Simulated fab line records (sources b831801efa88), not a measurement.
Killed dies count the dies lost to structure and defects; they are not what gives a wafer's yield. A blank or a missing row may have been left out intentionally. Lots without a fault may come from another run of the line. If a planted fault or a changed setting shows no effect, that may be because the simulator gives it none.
Which tool did it?	flow gf180mcu	Sampling: 11 lots, 33 wafers, 5 of 602 route steps

== WHAT THE GAUGES READ, wafer by wafer ==
GF_VT_IMPLANT_TW_MEAS_21.
lot	measured	on	VT_IMPLANT_2_TW
L735	day 6 13:04	film_metro-03	1230 1232 1225
L736	day 6 18:56	film_metro-03	1227 1231 1227
L738	day 7 08:07	film_metro-04	1221 1223 1217
L741	day 8 02:51	film_metro-03	1227 1229 1235
L742	day 8 09:08	film_metro-01	1203 1206 1201
L747	day 9 15:31	film_metro-01	1211 1211 1208
L748	day 9 21:52	film_metro-04	1222 1217 1208
L749	day 10 05:47	film_metro-01	1210 1214 1214
L750	day 10 10:49	film_metro-01	1212 1214 1213
L752	day 11 00:28	film_metro-01	1217 1213 1218
L755	day 11 17:18	film_metro-03	1231 1225 1227

GF_POLY_GATE_THK_MEAS_01.
lot	measured	on	POLY_GATE_CVD_00_THK (nm)
L735	day 8 18:19	film_metro-04	194.8 194.2 194.2
L736	day 9 00:32	film_metro-03	197.1 197.5 196.6
L738	day 9 14:53	film_metro-02	199.0 196.2 198.5
L741	day 10 13:01	film_metro-02	197.2 198.8 198.4
L742	day 10 18:15	film_metro-02	192.9 194.2 194.0
L747	day 12 06:28	film_metro-04	199.4 199.6 198.7
L748	day 12 11:52	film_metro-04	149.1 149.7 150.3 149.2 149.8 150.3
L749	day 12 22:30	film_metro-04	144.4 145.1 147.0 144.5 145.2 147.0
L750	day 13 03:25	film_metro-04	196.2 198.5 196.7
L752	day 13 16:23	film_metro-03	198.9 199.5 199.2
L755	day 14 10:41	film_metro-03	197.3 199.1 198.8

GF_POLY_GATE_CD_MEAS_10: the cd target is 280 nm.
lot	measured	on	cd_nm (nm)
L735	day 9 12:04	cd_sem-02	279.4 278.5 279.9
L736	day 9 17:23	cd_sem-02	279.8 280.2 281.1
L738	day 10 08:13	cd_sem-01	279.7 280.0 279.4
L741	day 11 06:56	cd_sem-01	278.3 278.6 278.4
L742	day 11 13:10	cd_sem-01	283.6 282.8 282.6
L747	day 13 02:05	cd_sem-01	283.0 282.7 281.3
L748	day 13 07:37	cd_sem-01	281.3 280.8 281.6
L749	day 13 18:38	cd_sem-02	277.6 276.6 276.8
L750	day 13 23:22	cd_sem-02	281.1 280.7 280.7
L752	day 14 13:38	cd_sem-02	280.2 280.7 280.6
L755	day 15 07:38	cd_sem-01	282.1 280.9 280.6

== EACH LOT AND THE TOOL THAT RAN IT (in order: tool; ch and the chambers of the sampled wafers; start) ==
lot	GF_VT_IMPLANT_RTA_45	GF_POLY_GATE_CVD_00
L735	rtp_anneal-02 ch 0, day 7 20:01	lpcvd-01 ch 1, day 8 16:59
L736	rtp_anneal-02 ch 0, day 8 03:02	lpcvd-01 ch 1, day 8 23:11
L738	rtp_anneal-01 ch 0, day 8 16:01	lpcvd-01 ch 1, day 9 13:32
L741	rtp_anneal-02 ch 0, day 9 12:46	lpcvd-01 ch 1, day 10 11:41
L742	rtp_anneal-02 ch 0, day 9 18:54	lpcvd-02 ch 0, day 10 16:54
L747	rtp_anneal-01 ch 0, day 11 03:52	lpcvd-02 ch 1, day 12 05:08
L748	rtp_anneal-02 ch 0, day 11 11:13	lpcvd-01 ch 1, day 12 10:32
L749	rtp_anneal-01 ch 0, day 11 19:16	lpcvd-01 ch 1, day 12 21:08
L750	rtp_anneal-02 ch 0, day 12 00:22	lpcvd-02 ch 1, day 13 02:05
L752	rtp_anneal-01 ch 0, day 12 15:08	lpcvd-01 ch 0, day 13 15:03
L755	rtp_anneal-01 ch 0, day 13 07:58	lpcvd-02 ch 0, day 14 09:22
- GF_VT_IMPLANT_RTA_45: time 30 s.
- GF_POLY_GATE_CVD_00: deposits poly-Si, target thk 200 nm, time 1180 s.

== WHAT THE TOOLS THEMSELVES READ (means of the sampled wafers that have a number; where no wafer has one, the mark that the record gives instead) ==
GF_VT_IMPLANT_RTA_45.
lot	tool	lamp_power_pct (%)	wafer_temp_C_max
L735	rtp_anneal-02	36.6	1054.7
L736	rtp_anneal-02	36.7	1053.5
L738	rtp_anneal-01	35.7	1053.0
L741	rtp_anneal-02	36.7	1053.7
L742	rtp_anneal-02	36.7	1053.5
L747	rtp_anneal-01	35.6	1053.8
L748	rtp_anneal-02	36.6	1052.9
L749	rtp_anneal-01	35.7	1055.0
L750	rtp_anneal-02	36.6	1053.0
L752	rtp_anneal-01	35.7	1054.4
L755	rtp_anneal-01	35.7	1054.3

GF_POLY_GATE_CVD_00.
lot	tool	spike_tc_bottom_C (C)	spike_tc_centre_C (C)	spike_tc_lower_C (C)	spike_tc_top_C (C)	spike_tc_upper_C (C)	susceptor_temp_C (C)
L735	lpcvd-01	643.9	619.6	620.7	638.4	618.8	619.68
L736	lpcvd-01	643.3	619.9	620.6	639.5	619.8	619.98
L738	lpcvd-01	643.3	619.1	619.1	639.8	620.5	620.19
L741	lpcvd-01	643.5	620.0	621.2	640.0	621.1	619.92
L742	lpcvd-02	643.7	620.1	620.0	643.1	620.3	619.99
L747	lpcvd-02	646.8	623.4	619.0	640.5	619.4	619.85
L748	lpcvd-01	630.7	607.4	606.7	626.4	607.5	606.98
L749	lpcvd-01	631.3	606.2	607.2	626.6	607.1	607.12
L750	lpcvd-02	646.4	622.7	621.0	639.5	618.4	619.63
L752	lpcvd-01	643.4	621.4	619.4	640.5	620.3	619.94
L755	lpcvd-02	644.2	620.9	620.7	642.6	619.7	619.72

== THE ANSWER, worked out from the rows above alone ==
Rule: the usual values come from the lots themselves. The widest of any qualifying gaps counts: lots, ordered by their means at a reading, are off when they make up no more than a third of the lots, leave a main group of 4 or more, and stand apart from it by 3 or more times the standard deviation of that group's means. Not used: any main group whose means are identical at the precision the tables above print for the reading. A lot without any number at a reading at which 4 lots or more have one is off too. Where the step has rows for the other lots, those lots are counted as sound. Order of review: gauges by route order, followed by the tools' own readings, for which a lot's mean as printed above is used. The first step at which some lot is off is used, and at that step the reading that is off furthest; a lot without a number counts as furthest.
Off: at GF_POLY_GATE_THK_MEAS_01 (POLY_GATE_CVD_00_THK), L748, L749. The main group has a mean of 197.2 nm with a standard deviation of 1.9.
A tool fits if, at a process step before that reading, it ran every lot that is off, and no sound lot after the first of them. Not tried: the gauges at GF_POLY_GATE_THK_MEAS_01; whatever is off there is also off at GF_POLY_GATE_CVD_00, on other tools, and gauge error can't account for it. None of those tried fits.

== WHAT HAD BEEN PUT IN BY THE SIMULATOR ==
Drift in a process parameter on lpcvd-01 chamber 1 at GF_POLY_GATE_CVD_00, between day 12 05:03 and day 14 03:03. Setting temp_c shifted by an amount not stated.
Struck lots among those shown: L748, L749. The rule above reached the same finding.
